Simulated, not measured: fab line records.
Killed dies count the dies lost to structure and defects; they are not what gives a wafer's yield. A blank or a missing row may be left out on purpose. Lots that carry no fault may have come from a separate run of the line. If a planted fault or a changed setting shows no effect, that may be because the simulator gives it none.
Which of the tools did it? -- flow gf180mcu -- at 1 step of a route of 602, 7 lots with 20 wafers sampled

## WHAT THE GAUGES READ, wafer by wafer
GF_HV_LDD_OVL_MEAS_47.
lot,measured,on,HV_LDD_03_OVL (nm)
L364,day 13 02:47,overlay-01,-1.1 1.1 -1.3
L366,day 13 20:31,overlay-02,-3.0 -1.9 -0.6
L368,day 14 07:04,overlay-01,2.3 1.5 2.1
L371,day 15 06:33,overlay-01,-0.7 -0.1 0.4
L375,day 16 15:43,overlay-01,-2.4 -4.2 -3.7
L377,day 17 09:04,overlay-01,-1.0 -0.9
L385,day 20 03:58,overlay-02,-0.6 -0.8 0.3

## WHICH TOOL RAN EACH LOT (tool, then ch and the chambers of the sampled wafers, then the start)
The record shows no process step preceding these readings.

## THE ANSWER, worked out from the rows above alone
Rule: the lots themselves supply what counts as usual. The widest of any qualifying gaps counts: lots, ordered by their means at a reading, are off when they make up no more than a third of the lots, leave a main group of 4 or more, and stand apart from it by 3 or more times the standard deviation of that group's means. If all means in a main group match to the digits the tables above print for the reading, that group is not used. Also off: a lot with no number at a reading for which 4 or more lots have one. Where the step has rows for the other lots, those lots are counted as sound.
No lot is off on any of the readings shown, so nothing can be concluded from this.

## WHAT THE SIMULATOR HAD PUT IN
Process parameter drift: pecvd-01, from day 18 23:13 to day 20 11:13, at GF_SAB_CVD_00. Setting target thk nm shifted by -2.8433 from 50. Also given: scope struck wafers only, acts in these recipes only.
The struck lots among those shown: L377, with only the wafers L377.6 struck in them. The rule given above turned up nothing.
